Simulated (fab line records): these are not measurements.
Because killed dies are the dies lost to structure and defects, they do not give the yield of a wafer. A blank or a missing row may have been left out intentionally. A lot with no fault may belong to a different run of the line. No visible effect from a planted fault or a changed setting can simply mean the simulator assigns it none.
fab line records	flow sky130
[record] lots = 7	wafers = 21	last_day = 50
route steps=708 shown VIA2@516 PAD_OPEN@708
lots that met no fault: from a run of the same line without faults
start_h: hours from the record's first day to the start of the lot's first wafer shown	wait_h: hours from the lot's prior step to this one	" same as the row above	L1.1+2: several wafers, shown together as one row	- no value, or no start given	* or withheld: withheld	< > ~ a bound
route shown NAME@n: a module of which the file shows steps, and the number in the route of the first	usual: the fault-free wafers' mean and standard deviation	same: alike in all rows	chamber/n: place in a boat	sites: each site's reading	_std_site: how widely they spread, as a standard deviation	_edge_site: the outer-site mean with the inner-site mean subtracted	radius_mm: for every site, how far away it sits from the centre of the wafer	mask NAME#n: copy n	behind: tool/chamber where the wafer was last shaped	hold: the reason the lot was held/the length of the hold in hours/how it ended	device: which transistor (n, p or np) failed to switch	end of line: the same wafers' tests at the end of the route	for a step that has no rows: nothing shown but its recipe	killed: count of dies lost to structure and defects at first sort (not the wafer's yield)	map: the dies of a wafer, with x for killed, . for not killed, _ for no die there
set.NAME: the setting as run; set.NAME@STEP: as run at that earlier step	model.NAME: the simulator's own value behind a step, which no gauge read
certain route steps with their lots: each step a table, each wafer a row
services: the hour from which a tool's chamber was out of use, counted from the record's first day as start_h (under 0 if before that day), plus the number of hours and why
[[steps]]
[step SKY_VIA2_EXPOSE_09]
[recipe] mask_id = VIM2	na = 0.8	source_shape = annular	sigma_inner = 0.55	sigma_outer = 0.85	target_cd_nm = 200	dose_mj = 38
[step SKY_VIA2_PEB_10]
[recipe] peb_temp_c = withheld	peb_time_s = withheld	resist = KrF-thick
[step SKY_VIA2_DEVELOP_11]
[recipe] develop_time_s = 60	resist = KrF-thick	dev_temp_c = 21
[step SKY_VIA2_CD_MEAS_12]
[recipe] target_cd_nm = 200
[usual] cd_nm = 200.1/1.6
lot.wafer	tool	chamber	start_h	wait_h	cd_nm
L384.2	cd_sem-01	-	928.42	-	198.2
L384.4	"	-	"	"	198.5
L384.5	"	-	"	"	199.0
L383.2	cd_sem-02	-	928.52	-	201.8
L383.4	"	-	"	"	201.3
L383.6	"	-	"	"	201.8
L388.1	cd_sem-02	-	963.65	-	200.2
L388.2	"	-	"	"	198.7
L388.4	"	-	"	"	200.4
L391.1	cd_sem-01	-	964.25	-	201.0
L391.5	"	-	"	"	201.0
L391.6	"	-	"	"	200.9
L392.1	cd_sem-01	-	964.65	-	201.1
L392.2	"	-	"	"	199.9
L392.4	"	-	"	"	200.2
L393.1	cd_sem-02	-	971.50	-	196.7
L393.3	"	-	"	"	199.0
L393.6	"	-	"	"	195.9
L399.3	cd_sem-02	-	1006.44	-	199.2
L399.4	"	-	"	"	200.4
L399.5	"	-	"	"	200.0
[step SKY_VIA2_OVL_MEAS_13]
[usual] VIA2_OVL = -1/5.2
lot.wafer	tool	chamber	start_h	wait_h	VIA2_OVL[nm]
L384.2	overlay-02	-	928.53	0.1	8
L384.4	"	-	"	"	3
L384.5	"	-	"	"	6
L383.2	overlay-01	-	928.63	0.1	6
L383.4	"	-	"	"	-3
L383.6	"	-	"	"	4
L388.1	overlay-01	-	963.77	0.1	7
L388.2	"	-	"	"	-2
L388.4	"	-	"	"	4
L391.1	overlay-02	-	964.37	0.1	5
L391.5	"	-	"	"	2
L391.6	"	-	"	"	-3
L392.1	overlay-02	-	964.77	0.1	-1
L392.2	"	-	"	"	-2
L392.4	"	-	"	"	1
L393.1	overlay-01	-	971.62	0.1	-7
L393.3	"	-	"	"	2
L393.6	"	-	"	"	-2
L399.3	overlay-01	-	1006.53	0.1	0
L399.4	"	-	"	"	-4
L399.5	"	-	"	"	-3
[step SKY_VIA2_ETCH_14]
[recipe] chemistry = N2/H2	target = BARC	ion_energy_ev = 200	source_w = 500	bias_w = 100	pressure_mtorr = 30	n2_flow_sccm = 100	h2_flow_sccm = 200	stop_on = SiO2	time_s = 45.9	target_depth_a = 600
[usual] drypump_motor_current_A = 5.7/0.42	oes_product_au = 0.855/0.0047	rf_fwd_power_W = 494.5/1.8	throttle_valve_pct = 13.223/0.0092
lot.wafer	tool	chamber	start_h	wait_h	drypump_motor_current_A	oes_product_au	rf_fwd_power_W	rf_hours_counter_h	throttle_valve_pct
L384.2	rie_diel-03	1	928.56	0.0	6.2	0.845	498.8	7	13.232
L384.4	"	0	"	"	5.7	0.845	496.5	-	13.218
L384.5	"	2	"	"	4.8	0.856	491.9	-	13.231
L383.2	rie_diel-02	2	928.66	0.0	5.8	0.855	497.1	7	13.226
L383.4	"	1	"	"	6.3	0.856	490.8	8	13.224
L383.6	"	3	"	"	6.5	0.849	493.2	-	13.208
L388.1	rie_diel-04	3	963.81	0.0	5.5	0.846	493.7	9	13.222
L388.2	"	2	"	"	5.9	0.850	494.5	26	13.225
L388.4	"	1	"	"	5.7	0.855	494.0	11	13.229
L391.1	rie_diel-03	3	964.41	0.0	5.6	0.853	494.1	2	13.227
L391.5	"	1	"	"	6.2	0.868	496.1	-	13.228
L391.6	"	2	"	"	4.8	0.855	492.5	-	13.217
L392.1	rie_diel-04	2	964.81	0.0	5.9	0.854	496.3	26	13.210
L392.2	"	1	"	"	5.7	0.851	494.5	11	13.226
L392.4	"	3	"	"	5.5	0.851	495.3	9	13.228
L393.1	rie_diel-04	0	971.66	0.0	5.3	0.853	496.4	21	13.212
L393.3	"	1	"	"	5.7	0.869	491.0	11	13.230
L393.6	"	0	"	"	5.2	0.853	494.7	-	13.222
L399.3	rie_diel-04	3	1006.56	0.0	5.5	0.857	493.1	11	13.231
L399.4	"	1	"	"	5.7	0.857	493.3	12	13.226
L399.5	"	3	"	"	5.5	0.852	492.6	-	13.214
[step SKY_VIA2_ETCH_15]
[recipe] target = SiO2	chemistry = C4F8/O2/Ar	target_depth_nm = 546	stop_on = TiN	mask_material = KrF-thick	source_w = 1500	bias_w = 1200	pressure_mtorr = 40	c4f8_flow_sccm = withheld	O2_flow_sccm = 6	Ar_flow_sccm = 300	time_s = 84
[usual] oes_product_au = 0.941/0.0044	rf_fwd_power_W = 1490/5.3
lot.wafer	tool	chamber	start_h	wait_h	oes_product_au	rf_fwd_power_W	rf_hours_counter_h
L384.2	rie_diel-03	1	928.60	0.0	0.948	1492	7
L384.4	"	0	"	"	0.940	1494	-
L384.5	"	2	"	"	0.941	1491	-
L383.2	rie_diel-02	2	928.70	0.0	0.939	1491	7
L383.4	"	1	"	"	0.942	1488	8
L383.6	"	3	"	"	0.939	1487	-
L388.1	rie_diel-04	3	963.85	0.0	0.936	1487	9
L388.2	"	2	"	"	0.940	1497	26
L388.4	"	1	"	"	0.943	1483	11
L391.1	rie_diel-03	3	964.45	0.0	0.946	1492	2
L391.5	"	1	"	"	0.945	1492	-
L391.6	"	2	"	"	0.940	1490	-
L392.1	rie_diel-04	2	964.85	0.0	0.934	1491	26
L392.2	"	1	"	"	0.944	1483	11
L392.4	"	3	"	"	0.941	1488	9
L393.1	rie_diel-04	0	971.70	0.0	0.942	1491	21
L393.3	"	1	"	"	0.946	1481	11
L393.6	"	0	"	"	0.935	1495	-
L399.3	rie_diel-04	3	1006.60	0.0	0.937	1489	11
L399.4	"	1	"	"	0.934	1487	12
L399.5	"	3	"	"	0.940	1487	-
[step SKY_VIA2_STRIP_16]
[recipe] chemistry = O2/N2	power_w = 1400	pressure_mtorr = 1500	platen_temp_c = withheld	o2_flow_sccm = 3000	n2_flow_sccm = 300	overash_fraction = 0.5
[usual] drypump_motor_current_A = 5.6/0.46	oes_product_au = 0.399/0.0046	strip_time_to_endpoint_s = 4.051/0.019
[same] overash_fraction = 0.5
lot.wafer	tool	chamber	start_h	wait_h	drypump_motor_current_A	oes_product_au	rf_hours_counter_h	strip_time_to_endpoint_s
L384.2	plasma_asher-04	1	928.66	0.0	6.0	0.412	20	4.070
L384.4	"	1	"	"	6.0	0.404	-	4.016
L384.5	"	1	"	"	6.0	0.397	-	4.037
L383.2	plasma_asher-03	0	928.76	0.0	6.2	0.401	110	4.076
L383.4	"	1	"	"	5.6	0.394	-	4.075
L383.6	"	1	"	"	5.6	0.390	-	4.082
L388.1	plasma_asher-02	1	963.91	0.0	5.9	0.390	79	4.051
L388.2	"	0	"	"	4.7	0.404	79	4.055
L388.4	"	0	"	"	4.7	0.394	-	4.066
L391.1	plasma_asher-04	1	964.51	0.0	6.0	0.404	23	4.048
L391.5	"	0	"	"	5.2	0.409	-	4.073
L391.6	"	1	"	"	6.0	0.396	-	4.051
L392.1	plasma_asher-04	0	964.92	0.0	5.2	0.392	23	4.046
L392.2	"	1	"	"	6.0	0.391	23	4.069
L392.4	"	0	"	"	5.2	0.397	-	4.070
L393.1	plasma_asher-02	1	971.76	0.0	5.8	0.398	80	4.071
L393.3	"	0	"	"	4.7	0.400	-	4.058
L393.6	"	1	"	"	5.9	0.397	-	4.044
L399.3	plasma_asher-03	0	1006.70	0.1	6.2	0.398	-	4.063
L399.4	"	1	"	"	5.6	0.398	-	4.072
L399.5	"	0	"	"	6.2	0.395	-	4.032
[step SKY_VIA2_STRIP_17]
[recipe] chemistry = post_etch_residue_remover	time_s = 1200	temp_c = 72.5
[step SKY_VIA2_CLEAN_18]
[recipe] chemistry = IPA	time_s = 180	temp_c = 25
[step SKY_VIA2_CLEAN_19]
[recipe] chemistry = O3/DIW	dry = n2_spin
[step SKY_VIA2_SPUTTER_20]
[recipe] material = TiN	target_thk_nm = 20	chamber_pressure_pa = 5	power_w = 4000	time_s = 80
[usual] throttle_valve_pct = 30.4/0.92
lot.wafer	tool	chamber	start_h	wait_h	throttle_valve_pct
L384.2	pvd_sputter-02	-	929.26	0.0	30.0
L384.4	"	-	"	"	31.2
L384.5	"	-	"	"	30.8
L383.2	pvd_sputter-03	-	929.40	0.0	30.6
L383.4	"	-	"	"	29.3
L383.6	"	-	"	"	30.9
L388.1	pvd_sputter-02	-	964.51	0.0	29.6
L388.2	"	-	"	"	31.1
L388.4	"	-	"	"	31.7
L391.1	pvd_sputter-02	-	965.10	0.0	31.5
L391.5	"	-	"	"	29.8
L391.6	"	-	"	"	30.7
L392.1	pvd_sputter-02	-	965.55	0.0	29.9
L392.2	"	-	"	"	30.9
L392.4	"	-	"	"	31.5
L393.1	pvd_sputter-01	-	972.37	0.0	28.9
L393.3	"	-	"	"	30.1
L393.6	"	-	"	"	30.2
L399.3	pvd_sputter-01	-	1007.26	0.0	30.0
L399.4	"	-	"	"	30.0
L399.5	"	-	"	"	30.0
[step SKY_VIA2_CVD_21]
[recipe] material = W	target_thk_nm = 420	time_s = 126.4	temp_c = 400	pressure_torr = 40
[usual] heater_power_outer_w = 540/57	heater_power_w = 858/58
lot.wafer	tool	chamber	start_h	wait_h	heater_power_outer_w	heater_power_w
L384.2	cvd_w-02	0	929.32	0.0	611	921
L384.4	"	1	"	"	557	865
L384.5	"	0	"	"	603	915
L383.2	cvd_w-01	0	929.47	0.0	465	771
L383.4	"	0	"	"	469	764
L383.6	"	0	"	"	459	765
L388.1	cvd_w-01	0	964.57	0.0	457	761
L388.2	"	1	"	"	511	806
L388.4	"	1	"	"	508	798
L391.1	cvd_w-01	1	965.17	0.0	501	832
L391.5	"	1	"	"	502	822
L391.6	"	0	"	"	463	762
L392.1	cvd_w-02	1	965.61	0.0	544	870
L392.2	"	0	"	"	622	905
L392.4	"	1	"	"	547	876
L393.1	cvd_w-01	0	972.43	0.0	460	782
L393.3	"	0	"	"	445	755
L393.6	"	0	"	"	465	772
L399.3	cvd_w-02	0	1007.37	0.1	610	930
L399.4	"	1	"	"	551	840
L399.5	"	0	"	"	613	915
[step SKY_VIA2_RS_MEAS_22]
[recipe] thk_meas_gauge = four-point-probe	reads = W_of_VIA2_CVD_21+TiN_of_VIA2_SPUTTER_20
[usual] VIA2_W_RS = 0.272/0.003
lot.wafer	tool	chamber	start_h	wait_h	VIA2_W_RS[ohm/sq]
L384.2	film_metro-04	-	929.47	0.1	0.267
L384.4	"	-	"	"	0.274
L384.5	"	-	"	"	0.268
L383.2	film_metro-03	-	929.62	0.1	0.272
L383.4	"	-	"	"	0.277
L383.6	"	-	"	"	0.271
L388.1	film_metro-04	-	964.70	0.1	0.313
L388.2	"	-	"	"	0.314
L388.4	"	-	"	"	0.310
L391.1	film_metro-01	-	965.30	0.1	0.312
L391.5	"	-	"	"	0.311
L391.6	"	-	"	"	0.313
L392.1	film_metro-01	-	965.74	0.1	0.273
L392.2	"	-	"	"	0.267
L392.4	"	-	"	"	0.272
L393.1	film_metro-03	-	972.56	0.1	0.312
L393.3	"	-	"	"	0.312
L393.6	"	-	"	"	0.311
L399.3	film_metro-04	-	1007.49	0.1	0.268
L399.4	"	-	"	"	0.272
L399.5	"	-	"	"	0.269
[step SKY_VIA2_THK_MEAS_23]
[recipe] thk_meas_gauge = xrf	reads = W_of_VIA2_CVD_21
[usual] VIA2_W_THK = 434/6.9
lot.wafer	tool	chamber	start_h	wait_h	VIA2_W_THK[nm]
L384.2	film_metro-04	-	929.58	0.1	439
L384.4	"	-	"	"	428
L384.5	"	-	"	"	439
L383.2	film_metro-03	-	929.73	0.1	432
L383.4	"	-	"	"	422
L383.6	"	-	"	"	430
L388.1	film_metro-04	-	964.82	0.1	386
L388.2	"	-	"	"	385
L388.4	"	-	"	"	391
L391.1	film_metro-01	-	965.42	0.1	387
L391.5	"	-	"	"	387
L391.6	"	-	"	"	384
L392.1	film_metro-01	-	965.86	0.1	437
L392.2	"	-	"	"	446
L392.4	"	-	"	"	436
L393.1	film_metro-03	-	972.68	0.1	384
L393.3	"	-	"	"	384
L393.6	"	-	"	"	382
L399.3	film_metro-04	-	1007.59	0.1	435
L399.4	"	-	"	"	424
L399.5	"	-	"	"	430
[step SKY_VIA2_CMP_24]
[recipe] stop_on = SiO2	t_overpolish_s = 20	down_force_psi = 3.5	platen_rpm = 60	target_thk_nm = 0	pad_velocity_m_s = 0.94248
[usual] head_pressure_psi = 3.500/0.0076	motor_current_A = 10.5/1.6	overpolish_run_s = 20.000/0.0088	time_to_endpoint_s = 104/3.5
lot.wafer	tool	chamber	start_h	wait_h	head_pressure_psi	motor_current_A	overpolish_run_s	time_to_endpoint_s
L384.4	cmp-01	2	930.18	0.6	3.497	11.9	20.007	104
L384.2	"	3	"	"	3.501	9.4	20.011	108
L384.5	"	1	"	"	3.503	11.3	19.987	107
L383.2	cmp-01	1	930.48	0.7	3.498	11.6	20.001	106
L383.4	"	3	"	"	3.507	10.0	20.009	102
L383.6	"	1	"	"	3.494	11.2	19.997	103
L388.1	cmp-01	1	965.11	0.3	3.503	11.4	20.000	102
L388.2	"	2	"	"	3.490	12.3	20.005	107
L388.4	"	3	"	"	3.508	9.7	19.985	107
L391.1	cmp-01	0	965.58	0.1	3.496	7.8	19.979	106
L391.6	"	2	"	"	3.494	11.6	19.982	105
L391.5	"	3	"	"	3.502	9.4	19.990	107
L392.4	cmp-01	3	965.92	0.0	3.492	9.7	20.017	103
L392.2	"	1	"	"	3.507	11.8	19.993	103
L392.1	"	2	"	"	3.499	11.2	19.998	106
L393.3	cmp-01	1	972.84	0.1	3.503	11.1	20.003	102
L393.1	"	2	"	"	3.498	11.8	19.996	107
L393.6	"	0	"	"	3.500	8.1	20.008	103
L399.4	cmp-02	0	1007.68	0.1	3.501	10.9	19.990	105
L399.3	"	1	"	"	3.488	10.1	19.991	108
L399.5	"	3	"	"	3.506	10.8	19.994	103
[step SKY_PAD_OPEN_PROBE_99]
[usual] defect_limited_yield = 82.3/1.8	killed_at_M0_to_M3 = 44/6.9	killed_at_M4_up = 3.3/1.7	killed_at_contacts = 24/5.5	killed_at_front_end = 16/4.5	killed_at_other = 0.2/0.46	killed_dies = 87/9.1	killed_open = 48/7.3	killed_short = 39/6.2	sort_bin_3_pad_short = 0.9/0.4	sort_bin_5_function = 10.4/1.5	sort_bin_6_memory = 6.4/1.2	sort_n_pass = 405/9.1	sort_yield_pct = 82.3/1.8
[same] gross_dies = 492	killed_at_back_side = 0	sort_bin_4_leakage[%] = 0	sort_bin_8_speed[%] = 0
lot.wafer	tool	chamber	start_h	wait_h	defect_limited_yield[%]	killed_at_M0_to_M3	killed_at_M4_up	killed_at_contacts	killed_at_front_end	killed_at_other	killed_dies	killed_open	killed_short	sort_bin_3_pad_short[%]	sort_bin_5_function[%]	sort_bin_6_memory[%]	sort_n_pass	sort_yield_pct[%]
L384.5	prober-01	-	1140.36	0.2	83.3	43	7	14	18	0	82	41	41	1.4	8.5	6.7	410	83.3
// killed by level:class
L384.5 METAL1:geometric_particle:short=9 POLY_GATE:geometric_particle:open=7 VIA1:geometric_particle:open=7 VIA2:geometric_particle:open=6 METAL2:geometric_particle:short=5 FIELD_ISO:geometric_particle:short=4 LI_CONTACT:geometric_particle:open=4 CONTACT:geometric_particle:open=4
[[services]]
tool	chamber	start_h	hours	kind
cmp-01	-	912.00	4.0	pm
cmp-01	-	916.00	-	consumable_replace:conditioner
cmp-01	-	916.00	-	consumable_replace:pad
cvd_w-01	0	918.00	-	clean
cvd_w-01	1	918.00	-	clean
pvd_sputter-01	-	923.36	0.9	repair
pvd_sputter-02	-	924.80	1.3	repair
cmp-02	-	927.84	27.9	repair
rie_diel-03	3	928.05	8.1	repair
rie_diel-03	2	929.55	5.7	repair
rie_diel-04	3	946.87	6.0	repair
rie_diel-02	3	947.82	7.6	repair
rie_diel-04	0	951.33	2.6	repair
rie_diel-02	-	969.47	0.9	repair
cvd_w-01	-	975.60	0.5	repair
cmp-02	-	976.24	0.5	repair
cmp-02	-	981.77	1.3	repair
rie_diel-02	1	988.83	3.3	repair
pvd_sputter-01	-	989.38	2.5	repair
cmp-02	-	991.71	1.6	repair
cvd_w-02	-	992.91	0.7	repair
rie_diel-03	2	997.11	8.1	repair
pvd_sputter-03	3	1005.42	-	consumable_replace:kit
pvd_sputter-02	-	1006.46	2.3	repair
[[key]]
[first_sign] step = SKY_VIA2_RS_MEAS_22	reading = VIA2_W_RS	direction = up	sigmas = 13	usual = 0.272	struck = 0.312
[effect] step = SKY_VIA2_THK_MEAS_23	reading = VIA2_W_THK	direction = down	sigmas = 7.1	usual = 434	struck = 386
met_at SKY_VIA2_CVD_21
struck_wafers L388.1,L388.2,L388.4,L391.1,L391.5,L391.6,L393.1,L393.3,L393.6
onset_between 929.47 964.57
[fault] kind = site_profile_drift	tool = cvd_w-01	chamber = -	onset_h = 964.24	steps = SKY_VIA2_CVD_21	basis = fraction	max_abs_drift = 0.2389	slope_share_per_hr = 53.088	site_pattern = 0,0,0,0,0,-1,-1,-1,-1
